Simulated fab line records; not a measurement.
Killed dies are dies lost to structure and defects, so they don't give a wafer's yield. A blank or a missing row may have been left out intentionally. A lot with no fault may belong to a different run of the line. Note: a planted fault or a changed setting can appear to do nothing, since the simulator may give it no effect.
Chamber matching + flow sky130 + 4 sister chambers for SKY_VIA2_CMP_02 on cmp-02
The step polishes SiO2. 57 wafers are shown with their chamber, then 12 later ones without.

== WAFERS WITH THEIR CHAMBER ==
| wafer  | chamber | motor current A (A) |
|--------|---------|---------------------|
| L074.1 | 3       | 12.1                |
| L074.3 | 2       | 11.6                |
| L074.4 | 0       | 12.1                |
| L074.2 | 1       | 13.3                |
| L074.5 | 3       | 12.4                |
| L074.6 | 2       | 11.5                |
| L075.2 | 2       | 11.6                |
| L075.3 | 3       | 11.7                |
| L075.4 | 0       | 12.1                |
| L075.1 | 1       | 12.6                |
| L075.5 | 0       | 13.0                |
| L075.6 | 1       | 13.4                |
| L076.2 | 0       | 12.7                |
| L076.4 | 1       | 13.4                |
| L076.6 | 2       | 11.6                |
| L076.1 | 3       | 12.1                |
| L076.3 | 2       | 11.4                |
| L076.5 | 1       | 13.5                |
| L078.2 | 1       | 13.1                |
| L078.5 | 2       | 11.6                |
| L078.6 | 1       | 13.2                |
| L078.1 | 0       | 13.0                |
| L078.3 | 2       | 11.5                |
| L078.4 | 3       | 12.3                |
| L079.2 | 0       | 12.7                |
| L079.4 | 1       | 13.3                |
| L079.6 | 3       | 11.7                |
| L080.2 | 2       | 11.4                |
| L080.3 | 1       | 12.8                |
| L080.6 | 3       | 12.4                |
| L083.2 | 1       | 13.2                |
| L083.5 | 3       | 11.9                |
| L083.6 | 0       | 12.8                |
| L086.1 | 1       | 13.4                |
| L086.2 | 3       | 12.6                |
| L086.3 | 0       | 12.3                |
| L086.4 | 2       | 12.2                |
| L086.5 | 0       | 12.4                |
| L086.6 | 1       | 13.2                |
| L089.2 | 3       | 11.8                |
| L089.3 | 1       | 13.0                |
| L089.6 | 3       | 12.0                |
| L087.1 | 2       | 10.9                |
| L087.3 | 1       | 13.1                |
| L087.6 | 0       | 12.4                |
| L088.1 | 1       | 13.0                |
| L088.2 | 2       | 11.7                |
| L088.4 | 0       | 13.0                |
| L088.3 | 3       | 11.5                |
| L088.5 | 3       | 12.2                |
| L088.6 | 2       | 11.7                |
| L091.1 | 1       | 13.0                |
| L091.2 | 0       | 12.1                |
| L091.4 | 2       | 11.1                |
| L092.3 | 3       | 11.9                |
| L092.4 | 1       | 13.2                |
| L092.5 | 3       | 12.3                |

SIGNATURES (means of the wafers above)
| reading         | chamber 0 | chamber 1 | chamber 2 | chamber 3 | scatter within a chamber |
|-----------------|-----------|-----------|-----------|-----------|--------------------------|
| motor current A | 12.550    | 13.159    | 11.523    | 12.060    | 0.301                    |
Rule: for a wafer and a chamber, the distance is found by dividing, reading by reading, the gap between the wafer's reading and the chamber's mean by the reading's scatter, squaring, summing and taking the root. The wafer belongs to the nearest chamber; if the next one is less than 2 further off, it can't be placed. How the scatter is found: for the shown wafers, subtract from each reading the mean of its chamber, square and add these, divide the total by (wafers less chambers), then take the root.

== WAFERS WITH NO CHAMBER GIVEN ==
| wafer  | motor current A (A) |
|--------|---------------------|
| L092.1 | 12.7                |
| L092.2 | 11.7                |
| L092.6 | 11.9                |
| L094.3 | 11.1                |
| L094.5 | 11.1                |
| L094.6 | 12.3                |
| L094.1 | 11.9                |
| L094.2 | 13.4                |
| L094.4 | 13.3                |
| L096.4 | 12.2                |
| L096.5 | 13.1                |
| L096.6 | 12.5                |

== WHICH CHAMBER EACH WENT THROUGH ==
| wafer  | from the rows above          | in truth                   |
|--------|------------------------------|----------------------------|
| L092.1 | can't be placed: 0 or 1 or 3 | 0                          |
| L092.2 | can't be placed: 2 or 3      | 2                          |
| L092.6 | can't be placed: 3 or 2 or 0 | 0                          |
| L094.3 | can't be placed: 2 or 3      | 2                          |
| L094.5 | can't be placed: 2 or 3      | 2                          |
| L094.6 | can't be placed: 3 or 0 or 2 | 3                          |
| L094.1 | can't be placed: 3 or 2 or 0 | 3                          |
| L094.2 | 1                            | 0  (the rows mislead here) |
| L094.4 | 1                            | 1                          |
| L096.4 | can't be placed: 3 or 0 or 2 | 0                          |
| L096.5 | can't be placed: 1 or 0      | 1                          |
| L096.6 | can't be placed: 0 or 3      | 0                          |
Correct placement for 1 of the 12. Unplaceable from these rows: 10, with the true chamber sitting among the candidates in 10. 1 placed wrongly.
